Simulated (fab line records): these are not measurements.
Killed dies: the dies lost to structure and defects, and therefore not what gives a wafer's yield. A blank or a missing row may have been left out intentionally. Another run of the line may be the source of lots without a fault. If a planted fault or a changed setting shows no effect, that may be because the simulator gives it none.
fab line records	flow sky130
record: lots: 6	wafers: 18	lastDay: 50
route steps=708 shown CONTACT@418 METAL1@434
lots that met no fault: taken from a fault-free run of the same line
startH: start of the lot's first displayed wafer, in hours after the record's first day	waitH: time in hours since the lot's previous step	" identical to the entry in the row above	L1.1+2: several wafers, shown together as one row	- no value, or no start given	* or withheld: withheld	< > ~ a bound
route shown NAME@n: NAME is a module with steps in the file, n the number in the route of the first one	usual: the fault-free wafers' mean and standard deviation	same: alike in all rows	chamber/n: place in a boat	sites: the reading at each site	_std_site: standard deviation across them	_edge_site: outer sites' mean less inner sites'	radiusMm: for every site, how far away it sits from the centre of the wafer	mask NAME#n: copy n	behind: the last tool/chamber to shape the wafer	hold: the reason the lot was held/the length of the hold in hours/how it ended	device: the n, p or np transistor that did not switch	end of line: the same wafers' tests at the end of the route	a step with no rows: only its recipe	killed: not the wafer's yield, but the dies lost to structure and defects at the first sort	map: a wafer's dies, marking killed ones x, the rest . and places with no die _
set.NAME: the setting that was run; set.NAME@STEP: the one run at that earlier step	model.NAME: the simulator's own value behind a step, which no gauge read
certain route steps with their lots: each step a table, each wafer a row
services: when a tool's chamber went out of use (startH, in hours from the record's first day, below 0 if earlier), for how many hours, and the reason
== steps ==
step: SKY_CONTACT_PEB_12
recipe: pebTempC: withheld	pebTimeS: withheld	resist: KrF-thick
step: SKY_CONTACT_DEVELOP_13
recipe: developTimeS: 60	resist: KrF-thick	devTempC: 21
step: SKY_CONTACT_CD_MEAS_14
recipe: targetCdNm: 170
usual: cdNm: 170.1/1.3
lot.wafer	tool	chamber	startH	waitH	cdNm
L638.1	cdSem-01	-	776.66	-	170.7
L638.2	"	-	"	"	170.6
L638.6	"	-	"	"	170.5
L639.2	cdSem-02	-	777.33	-	170.4
L639.4	"	-	"	"	170.9
L639.6	"	-	"	"	172.3
L643.1	cdSem-01	-	813.97	-	168.0
L643.2	"	-	"	"	168.2
L643.3	"	-	"	"	168.2
L644.3	cdSem-02	-	825.17	-	170.8
L644.4	"	-	"	"	170.1
L644.5	"	-	"	"	171.0
L654.1	cdSem-02	-	891.72	-	169.6
L654.3	"	-	"	"	169.2
L654.4	"	-	"	"	170.1
L656.1	cdSem-01	-	908.53	-	170.5
L656.4	"	-	"	"	170.8
L656.5	"	-	"	"	171.4
step: SKY_CONTACT_OVL_MEAS_15
usual: CONTACT_OVL: 3/5.6
lot.wafer	tool	chamber	startH	waitH	CONTACT_OVL[nm]
L638.1	overlay-02	-	776.78	0.1	1
L638.2	"	-	"	"	11
L638.6	"	-	"	"	4
L639.2	overlay-01	-	777.44	0.1	2
L639.4	"	-	"	"	4
L639.6	"	-	"	"	14
L643.1	overlay-02	-	814.09	0.1	-6
L643.2	"	-	"	"	2
L643.3	"	-	"	"	3
L644.3	overlay-01	-	825.26	0.1	3
L644.4	"	-	"	"	1
L644.5	"	-	"	"	-3
L654.1	overlay-01	-	891.84	0.1	7
L654.3	"	-	"	"	12
L654.4	"	-	"	"	3
L656.1	overlay-01	-	908.66	0.1	5
L656.4	"	-	"	"	-3
L656.5	"	-	"	"	5
step: SKY_CONTACT_ETCH_16
recipe: chemistry: N2/H2	target: BARC	ionEnergyEv: 200	sourceW: 515.9	biasW: 100	pressureMtorr: 30	n2FlowSccm: 100	h2FlowSccm: 200	stopOn: SiO2	timeS: 45.9	targetDepthA: 600
usual: drypumpMotorCurrentA: 5.7/0.39	oesProductAu: 0.856/0.0046	rfFwdPowerW: 510.3/2	throttleValvePct: 13.224/0.0094
lot.wafer	tool	chamber	startH	waitH	drypumpMotorCurrentA	oesProductAu	rfFwdPowerW	rfHoursCounterH	throttleValvePct
L638.1	rieDiel-03	1	776.82	0.0	5.9	0.851	509.8	11	13.217
L638.2	"	0	"	"	6.1	0.849	512.0	10	13.234
L638.6	"	2	"	"	5.3	0.848	508.1	-	13.220
L639.2	rieDiel-01	1	777.47	0.0	6.2	0.861	509.4	22	13.218
L639.4	"	3	"	"	6.2	0.846	511.1	12	13.236
L639.6	"	0	"	"	6.2	0.853	508.8	-	13.216
L643.1	rieDiel-03	1	814.12	0.0	5.9	0.856	508.9	12	13.219
L643.2	"	2	"	"	5.4	0.856	511.3	17	13.224
L643.3	"	3	"	"	5.7	0.854	511.3	10	13.234
L644.3	rieDiel-03	2	825.29	0.0	5.4	0.863	512.2	18	13.219
L644.4	"	0	"	"	6.1	0.855	510.3	12	13.236
L644.5	"	3	"	"	5.7	0.856	510.9	-	13.224
L654.1	rieDiel-03	1	891.87	0.0	5.9	0.855	508.8	14	13.213
L654.3	"	3	"	"	5.7	0.860	509.3	12	13.226
L654.4	"	2	"	"	5.4	0.852	509.2	20	13.218
L656.1	rieDiel-02	0	908.69	0.0	5.7	0.845	509.4	5	13.236
L656.4	"	2	"	"	5.4	0.856	510.0	-	13.220
L656.5	"	3	"	"	5.4	0.856	513.2	-	13.214
step: SKY_CONTACT_ETCH_17
recipe: target: SiO2	chemistry: C4F8/O2/Ar	stopOn: Si3N4	maskMaterial: KrF-thick	sourceW: 1500	biasW: 1200	pressureMtorr: 40	c4f8FlowSccm: withheld	O2_flow_sccm: 6	Ar_flow_sccm: 300	timeS: withheld	targetDepthA: 3400
step: SKY_CONTACT_ETCH_18
recipe: target: Si3N4	chemistry: CHF3/O2	stopOn: TiN	sourceW: 600	biasW: 200	pressureMtorr: 40	chf3FlowSccm: 50	O2_flow_sccm: 5	timeS: 39	targetDepthA: 750
usual: drypumpMotorCurrentA: 5.7/0.39	oesProductAu: 0.857/0.0078	rfFwdPowerW: 592.8/2.6	throttleValvePct: 8.794/0.0095
lot.wafer	tool	chamber	startH	waitH	drypumpMotorCurrentA	oesProductAu	rfFwdPowerW	rfHoursCounterH	throttleValvePct
L638.1	rieDiel-03	1	-	-	5.9	0.869	591.8	11	8.815
L638.2	"	0	"	"	6.1	0.863	592.6	10	8.780
L638.6	"	2	"	"	5.4	0.855	593.1	-	8.798
L639.2	rieDiel-01	1	-	-	6.2	0.853	591.6	22	8.796
L639.4	"	3	"	"	6.1	0.849	594.6	12	8.799
L639.6	"	0	"	"	6.2	0.862	590.0	-	8.800
L643.1	rieDiel-03	1	-	-	5.8	0.845	590.9	12	8.789
L643.2	"	2	"	"	5.3	0.857	592.3	17	8.807
L643.3	"	3	"	"	5.7	0.862	592.2	10	8.790
L644.3	rieDiel-03	2	-	-	5.4	0.840	590.3	18	8.794
L644.4	"	0	"	"	6.1	0.859	593.8	12	8.789
L644.5	"	3	"	"	5.7	0.871	590.5	-	8.790
L654.1	rieDiel-03	1	-	-	5.8	0.854	591.8	14	8.804
L654.3	"	3	"	"	5.7	0.851	592.3	12	8.789
L654.4	"	2	"	"	5.4	0.855	593.0	20	8.766
L656.1	rieDiel-02	0	-	-	5.7	0.846	594.5	5	8.785
L656.4	"	2	"	"	5.4	0.856	589.5	-	8.797
L656.5	"	3	"	"	5.4	0.860	594.4	-	8.782
step: SKY_CONTACT_STRIP_19
recipe: chemistry: O2/N2	powerW: 1400	pressureMtorr: 1500	platenTempC: withheld	o2FlowSccm: 3000	n2FlowSccm: 300	overashFraction: 0.5
usual: drypumpMotorCurrentA: 5.5/0.33	oesProductAu: 0.381/0.0047	stripTimeToEndpointS: 3.62/0.032
lot.wafer	tool	chamber	startH	waitH	drypumpMotorCurrentA	oesProductAu	rfHoursCounterH	stripTimeToEndpointS
L638.1	plasmaAsher-01	0	776.95	-	5.4	0.379	98	3.60
L638.2	"	1	"	"	6.2	0.378	98	3.61
L638.6	"	0	"	"	5.4	0.378	-	3.60
L639.2	plasmaAsher-02	0	777.60	-	5.3	0.379	32	3.56
L639.4	"	1	"	"	5.4	0.371	-	3.65
L639.6	"	1	"	"	5.4	0.378	-	3.61
L643.1	plasmaAsher-03	1	814.25	-	5.3	0.384	65	3.59
L643.2	"	0	"	"	5.9	0.381	65	3.64
L643.3	"	0	"	"	5.9	0.383	-	3.63
L644.3	plasmaAsher-02	0	825.45	-	5.3	0.382	-	3.60
L644.4	"	1	"	"	5.4	0.376	-	3.60
L644.5	"	0	"	"	5.3	0.389	-	3.65
L654.1	plasmaAsher-02	0	892.00	-	5.3	0.386	43	3.59
L654.3	"	1	"	"	5.4	0.384	-	3.67
L654.4	"	0	"	"	5.3	0.379	-	3.62
L656.1	plasmaAsher-01	0	908.83	-	5.4	0.372	111	3.56
L656.4	"	0	"	"	5.4	0.372	-	3.61
L656.5	"	0	"	"	5.4	0.385	-	3.66
step: SKY_CONTACT_STRIP_20
recipe: chemistry: postEtchResidueRemover	timeS: 1200	tempC: 72.5
step: SKY_CONTACT_CLEAN_21
recipe: chemistry: IPA	timeS: 180	tempC: 25
step: SKY_CONTACT_CLEAN_22
recipe: chemistry: O3/DIW	dry: n2Spin
step: SKY_CONTACT_SPUTTER_23
recipe: material: TiN	targetThkNm: 20	chamberPressurePa: 5	powerW: 4000	timeS: 80
usual: chamberPressurePa: 4.999/0.01	throttleValvePct: 30.5/0.78
lot.wafer	tool	chamber	startH	waitH	chamberPressurePa	throttleValvePct
L638.1	pvdSputter-01	-	777.55	0.0	4.996	31.8
L638.2	"	-	"	"	4.990	31.2
L638.6	"	-	"	"	4.992	30.4
L639.2	pvdSputter-02	-	778.19	0.0	4.996	30.5
L639.4	"	-	"	"	5.000	29.8
L639.6	"	-	"	"	4.998	30.2
L643.1	pvdSputter-02	-	814.89	0.0	4.994	32.0
L643.2	"	-	"	"	5.000	29.7
L643.3	"	-	"	"	5.001	30.3
L644.3	pvdSputter-01	-	826.01	0.0	4.994	32.0
L644.4	"	-	"	"	5.002	31.2
L644.5	"	-	"	"	5.002	30.8
L654.1	pvdSputter-02	-	892.60	0.0	5.000	30.5
L654.3	"	-	"	"	4.994	30.4
L654.4	"	-	"	"	4.999	31.9
L656.1	pvdSputter-02	-	909.42	0.0	5.012	30.4
L656.4	"	-	"	"	5.008	30.5
L656.5	"	-	"	"	4.992	29.7
step: SKY_CONTACT_CVD_24
recipe: material: W	targetThkNm: 340	timeS: 102.12	tempC: 400	pressureTorr: 40
usual: heaterPowerOuterW: 624/28	heaterPowerW: 951/62
lot.wafer	tool	chamber	startH	waitH	heaterPowerOuterW	heaterPowerW	model.W_of_CONTACT_CVD_24.thkNm
L638.1	cvdW-02	1	777.61	0.0	578	857	336.2
L638.2	"	0	"	"	623	991	337.1
L638.6	"	0	"	"	620	993	338.1
L639.2	cvdW-01	0	778.26	0.0	656	967	340.8
L639.4	"	1	"	"	638	993	342.6
L639.6	"	0	"	"	644	927	339.9
L643.1	cvdW-02	0	815.02	0.1	623	1000	481.1
L643.2	"	1	"	"	578	861	484.2
L643.3	"	1	"	"	574	846	484.3
L644.3	cvdW-02	0	826.11	0.1	612	1031	483.7
L644.4	"	1	"	"	591	836	484.4
L644.5	"	0	"	"	615	980	481.7
L654.1	cvdW-02	0	892.66	0.0	626	1016	337
L654.3	"	0	"	"	622	1009	335.7
L654.4	"	1	"	"	574	844	339
L656.1	cvdW-02	1	909.48	0.0	600	862	337.2
L656.4	"	1	"	"	582	869	338.4
L656.5	"	0	"	"	615	1018	336.5
step: SKY_CONTACT_RS_MEAS_25
recipe: thkMeasGauge: four-point-probe	reads: W_of_CONTACT_CVD_24+TiN_of_CONTACT_SPUTTER_23
usual: CONTACT_W_RS: 0.340/0.0033
lot.wafer	tool	chamber	startH	waitH	CONTACT_W_RS[ohm/sq]
L638.1	filmMetro-01	-	777.72	0.1	0.342
L638.2	"	-	"	"	0.342
L638.6	"	-	"	"	0.340
L639.2	filmMetro-01	-	778.39	0.1	0.338
L639.4	"	-	"	"	0.335
L639.6	"	-	"	"	0.338
L643.1	filmMetro-01	-	815.13	0.1	0.238
L643.2	"	-	"	"	0.236
L643.3	"	-	"	"	0.237
L644.3	filmMetro-01	-	826.22	0.1	0.237
L644.4	"	-	"	"	0.237
L644.5	"	-	"	"	0.238
L654.1	filmMetro-01	-	892.77	0.1	0.341
L654.3	"	-	"	"	0.343
L654.4	"	-	"	"	0.340
L656.1	filmMetro-01	-	909.59	0.1	0.341
L656.4	"	-	"	"	0.340
L656.5	"	-	"	"	0.342
step: SKY_CONTACT_THK_MEAS_26
recipe: thkMeasGauge: xrf	reads: W_of_CONTACT_CVD_24
usual: CONTACT_W_THK: 346/4.4
lot.wafer	tool	chamber	startH	waitH	CONTACT_W_THK[nm]
L638.1	filmMetro-01	-	777.84	0.1	350
L638.2	"	-	"	"	350
L638.6	"	-	"	"	350
L639.2	filmMetro-01	-	778.50	0.1	352
L639.4	"	-	"	"	354
L639.6	"	-	"	"	351
L643.1	filmMetro-01	-	815.25	0.1	502
L643.2	"	-	"	"	502
L643.3	"	-	"	"	501
L644.3	filmMetro-01	-	826.32	0.1	498
L644.4	"	-	"	"	502
L644.5	"	-	"	"	501
L654.1	filmMetro-01	-	892.89	0.1	347
L654.3	"	-	"	"	343
L654.4	"	-	"	"	349
L656.1	filmMetro-01	-	909.71	0.1	347
L656.4	"	-	"	"	345
L656.5	"	-	"	"	344
step: SKY_CONTACT_CMP_27
recipe: stopOn: SiO2	tOverpolishS: 15	downForcePsi: 3.5	platenRpm: 60	targetThkNm: 0	padVelocityMS: 0.94248
usual: edgeZonePressureFrac: 1.000/0.0051	headPressurePsi: 3.501/0.0082	motorCurrentA: 10.7/1.4	platenRpm: 60.00/0.043	timeToEndpointS: 82/3.3
lot.wafer	tool	chamber	startH	waitH	edgeZonePressureFrac	headPressurePsi	motorCurrentA	platenRpm	timeToEndpointS
L638.2	cmp-01	0	777.90	0.0	1.003	3.491	9.4	59.99	80
L638.1	"	3	"	"	1.003	3.503	10.3	60.01	82
L638.6	"	0	"	"	1.000	3.505	9.2	60.03	78
L639.4	cmp-01	1	778.65	0.1	1.002	3.504	13.0	59.99	84
L639.2	"	2	"	"	1.002	3.497	11.1	60.05	85
L639.6	"	3	"	"	0.999	3.513	10.5	59.96	85
L643.3	cmp-01	0	815.31	0.0	0.996	3.494	8.8	60.04	119
L643.2	"	1	"	"	1.000	3.491	13.4	60.05	122
L643.1	"	3	"	"	1.002	3.492	10.6	59.99	119
L644.4	cmp-01	3	826.36	0.0	0.993	3.507	10.2	59.98	120
L644.3	"	0	"	"	0.995	3.488	9.4	59.96	119
L644.5	"	0	"	"	1.001	3.513	9.2	59.99	119
L654.3	cmp-01	1	892.95	0.0	0.993	3.504	13.7	59.99	86
L654.1	"	3	"	"	1.002	3.500	10.7	59.97	82
L654.4	"	0	"	"	1.004	3.497	9.0	60.04	83
L656.1	cmp-01	0	909.82	0.1	0.996	3.504	9.1	60.06	79
L656.4	"	1	"	"	0.998	3.496	12.9	59.99	86
L656.5	"	3	"	"	1.004	3.511	10.0	59.99	82
step: SKY_METAL1_SPUTTER_00
recipe: material: Ti	targetThkNm: 15	powerW: 3000	timeS: 10	chamberPressurePa: 0.4
usual: chamberPressurePa: 0.4002/0.00084	throttleValvePct: 30.5/0.93
lot.wafer	tool	chamber	startH	waitH	chamberPressurePa	throttleValvePct
L638.1	pvdSputter-04	-	778.20	0.1	0.4008	31.2
L638.2	"	-	"	"	0.4002	29.9
L638.6	"	-	"	"	0.4005	32.4
L639.2	pvdSputter-03	-	778.85	0.1	0.3992	31.2
L639.4	"	-	"	"	0.4002	31.1
L639.6	"	-	"	"	0.3996	30.1
L643.1	pvdSputter-04	-	815.61	0.1	0.4008	32.7
L643.2	"	-	"	"	0.3996	28.7
L643.3	"	-	"	"	0.4007	31.1
L644.3	pvdSputter-02	-	826.66	0.2	0.3999	29.9
L644.4	"	-	"	"	0.4002	31.8
L644.5	"	-	"	"	0.3994	30.6
L654.1	pvdSputter-02	-	893.25	0.1	0.4003	31.4
L654.3	"	-	"	"	0.3979	30.0
L654.4	"	-	"	"	0.4011	30.4
L656.1	pvdSputter-04	-	910.07	0.2	0.3996	29.6
L656.4	"	-	"	"	0.4005	32.7
L656.5	"	-	"	"	0.3999	32.6
== services ==
tool	chamber	startH	hours	kind
plasmaAsher-02	-	755.70	4.7	repair
cvdW-01	-	760.06	0.5	repair
rieDiel-02	3	764.69	3.4	repair
plasmaAsher-01	-	770.57	2.8	pm
cvdW-02	1	780.99	5.8	repair
cvdW-02	0	791.13	10.5	repair
rieDiel-03	0	792.33	14.0	repair
rieDiel-01	3	795.34	8.8	repair
pvdSputter-03	-	802.00	1.0	repair
cmp-01	-	802.23	0.9	repair
pvdSputter-04	-	817.12	1.9	repair
pvdSputter-01	-	821.23	1.0	repair
cvdW-01	-	838.66	4.3	pm
cvdW-01	0	850.01	6.5	repair
rieDiel-03	1	862.36	25.6	repair
cvdW-01	-	862.91	0.5	repair
plasmaAsher-01	-	869.31	4.2	repair
plasmaAsher-03	-	877.48	1.0	repair
rieDiel-03	-	881.04	0.2	repair
pvdSputter-03	-	891.88	2.8	repair
cvdW-01	-	904.00	14.0	pm
plasmaAsher-03	-	907.12	14.6	pm
rieDiel-02	1	907.24	4.4	repair
rieDiel-03	3	907.79	4.5	repair
== key ==
firstSign: step: SKY_CONTACT_RS_MEAS_25	reading: CONTACT_W_RS	direction: down	sigmas: 31	usual: 0.340	struck: 0.237
effect: step: SKY_CONTACT_THK_MEAS_26	reading: CONTACT_W_THK	direction: up	sigmas: 35	usual: 346	struck: 501
effect: step: SKY_CONTACT_CMP_27	reading: timeToEndpointS	direction: up	sigmas: 12	usual: *	struck: *
modelEffect: step: SKY_CONTACT_CVD_24	value: W_of_CONTACT_CVD_24.thkNm	without: 336.5	struck: 483.2
metAt SKY_CONTACT_CVD_24
struckWafers L643.1,L643.2,L643.3,L644.3,L644.4,L644.5
testerLeftOut L643,L644
onsetBetween 777.61 815.02
fault: kind: processParameterDrift	tool: cvdW-02	chamber: -	onsetH: 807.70	steps: SKY_CONTACT_CVD_24	channel: targetThkNm	offset: 147.35	shape: step	endH: 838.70	actsIn: theseRecipesOnly	stated: 340
testerLeftOut: of these lots the tester's yield and bins aren't shown, on N5 and GAA mostly nor the transistor test; their killed dies are dies lost to structure and defects alone, not to doping, threshold or leakage, so they don't give the yield
